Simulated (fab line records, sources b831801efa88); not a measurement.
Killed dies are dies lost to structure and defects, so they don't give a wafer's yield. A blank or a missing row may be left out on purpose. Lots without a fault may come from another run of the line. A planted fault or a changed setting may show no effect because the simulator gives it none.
A struck lot beside a sound one | flow sky130 | 38 steps out of a route of 708
Sound: wafers L408.1, L408.2, L408.6. Struck: wafers L391.3, L391.4, L391.6. The cause comes at the end.
At each step with rows: each side's tool, then ch and its chambers, then its first start. Under that, the readings that differ: sound wafers | struck wafers | difference of the means | sigmas: that difference in standard deviations of wafers without a fault.
alike: readings whose means differ by less than 2 such deviations, and words and numbers that are the same on both sides. not compared: withheld readings, readings that some wafer has no value for, bounds like >300 that may hide the same value, and numbers for which the record gives no deviation and whose values overlap.
The two part at a step that has a row with sigmas, a row that says differs or no value, or rows on one side only. Numbers that don't overlap but have no deviation are shown without sigmas and don't part them. A reading that every wafer of one side lacks parts them only if that side has two wafers or more.

first, 10 steps without rows for these wafers: SKY_FIELD_ISO_STRIP_16 (strips in O2/N2); SKY_FIELD_ISO_ETCH_17 (etches Si in HBr/Cl2/O2, target depth 342 nm, time 97.7 s); SKY_FIELD_ISO_WET_ETCH_18 (etches Si3N4 in H3PO4, target depth 25 nm, time 286 s); SKY_FIELD_ISO_CLEAN_19 (cleans in SC1/SC2, time 150 s); SKY_FIELD_ISO_CLEAN_20 (cleans in dHF, time 20 s); SKY_FIELD_ISO_WET_ETCH_21 (etches SiO2 in dHF, target depth 20 nm, time 400 s); SKY_FIELD_ISO_OXIDATION_22 (stabilise 600 s, purge 300 s, target thk 10 nm); SKY_FIELD_ISO_CVD_24 (deposits SiO2, target thk 595 nm, time 99.2 s); SKY_FIELD_ISO_ANNEAL_26 (time 1800 s); SKY_FIELD_ISO_CMP_27 (polishes, stops on Si3N4, t overpolish 16 s, target thk 457.8 nm).
SKY_FIELD_ISO_WET_ETCH_28: etches SiO2 in dHF, target depth 23.7 nm, time 47 s.
  sound on wet_bench-04 ch 2, day 7 13:55; struck on wet_bench-04 ch 2, day 3 19:21
  no value came back on the struck wafers for bath_heat_duty_pct (%), run_length_s (s); on the sound wafers bath_heat_duty_pct (%) reads 4.4 3.6 4.6
  reading                                    | sound             | struck            | difference | sigmas
  model.SiO2_of_FIELD_ISO_CVD_24.thk_nm (nm) | 434.1 435.4 434.4 | 456.7 457.4 458.4 | +22.9      |
then, 25 steps without rows for these wafers: SKY_FIELD_ISO_WET_ETCH_29 (etches Si3N4 in H3PO4, target depth 160 nm, time 1825 s); SKY_FIELD_ISO_WET_ETCH_30 (etches SiO2 in dHF, target depth 25 nm, time 50 s); SKY_NWELL_CLEAN_00 (cleans in SC1/SC2, time 150 s); SKY_NWELL_OXIDATION_01 (stabilise 600 s, purge 300 s, target thk 10 nm); SKY_DNWELL_DEHYDRATE_00 (time 60 s); SKY_DNWELL_HMDS_01 (prime time 60 s); SKY_DNWELL_COAT_02 (resist thk 3000 nm); SKY_DNWELL_SOFTBAKE_03; SKY_DNWELL_EXPOSE_04 (exposes mask DNM, target cd 3000 nm); SKY_DNWELL_PEB_05; SKY_DNWELL_DEVELOP_06 (develop time 60 s); SKY_DNWELL_IMPLANT_07; SKY_DNWELL_STRIP_08 (strips in O2/N2); SKY_PWDE_DEHYDRATE_00 (time 60 s); SKY_PWDE_HMDS_01 (prime time 60 s); SKY_PWDE_COAT_02 (resist thk 3000 nm); SKY_PWDE_SOFTBAKE_03; SKY_PWDE_EXPOSE_04 (exposes mask PWDEM, target cd 840 nm); SKY_PWDE_PEB_05; SKY_PWDE_DEVELOP_06 (develop time 60 s); SKY_PWDE_IMPLANT_08; SKY_PWDE_STRIP_09 (strips in O2/N2); SKY_NWELL_DEHYDRATE_03 (time 60 s); SKY_NWELL_HMDS_04 (prime time 60 s); SKY_NWELL_COAT_05 (resist thk 3000 nm).
-- the record jumps here: 27 days lie between the struck wafers' starts before and after (it left off in module NWELL and takes up again in module SALICIDE, whose first step shown is number 361 of the route) --
SKY_SALICIDE_CLEAN_00: cleans in HF-last, time 30 s.
  sound on wet_bench-02 ch 0, day 36 02:23; struck on wet_bench-01 ch 2, day 30 13:17
  reading                                    | sound             | struck          | difference | sigmas
  model.SiO2_of_FIELD_ISO_CVD_24.thk_nm (nm) | 359.3 360.8 359.7 | 381.4 381.6 383 | +22.1      |
-- the record jumps here: 17 days lie between the struck wafers' starts before and after (it left off in module SALICIDE and takes up again in module PAD_OPEN, whose first step shown is number 708 of the route) --
SKY_PAD_OPEN_PROBE_99:
  sound on prober-01, day 51 07:34; struck on prober-02, day 47 13:13
  reading                                 | sound                         | struck                        | difference | sigmas
  model.etest.res_p_drift_20v.line_ohm_um | 1.16e+04 1.141e+04 1.131e+04  | 1.352e+04 1.328e+04 1.405e+04 | +2.177e+03 |
  model.etest.res_p_drift_20v.rs_ohm_sq   | 9627 9711 9480                | 1.137e+04 1.093e+04 1.143e+04 | +1.637e+03 |
  model.etest.pfet_16v.r_on_ohm_um        | 1.502e+04 1.507e+04 1.498e+04 | 1.581e+04 1.577e+04 1.604e+04 | +8.500e+02 |
  model.etest.res_iso_pwell.rs_ohm_sq     | 3145 3150 3051                | 3699 3538 3718                | +536       |
  model.etest.res_iso_pwell.line_ohm_um   | 1211 1176 1148                | 1385 1346 1414                | +203       |
  model.etest.res_nwell.line_ohm_um       | 1100 1107 1090                | 1216 1208 1243                | +123       |
  model.etest.res_nwell.rs_ohm_sq         | 941.6 940.9 924               | 1035 1026 1048                | +101       |
  model.etest.pfet_16v.drive_ua_um        | 251.1 248.4 246.6             | 240.6 241.1 236.4             | -9.3       |
  alike: killed_at_M0_to_M3, killed_at_M4_up, killed_at_contacts, killed_at_front_end, killed_at_other, killed_dies, killed_open, killed_short

WHERE THEY PART
Only at SKY_FIELD_ISO_WET_ETCH_28, within this record. Later steps at which nothing parts them and some readings are alike: SKY_PAD_OPEN_PROBE_99.

WHY: what the simulator had put in
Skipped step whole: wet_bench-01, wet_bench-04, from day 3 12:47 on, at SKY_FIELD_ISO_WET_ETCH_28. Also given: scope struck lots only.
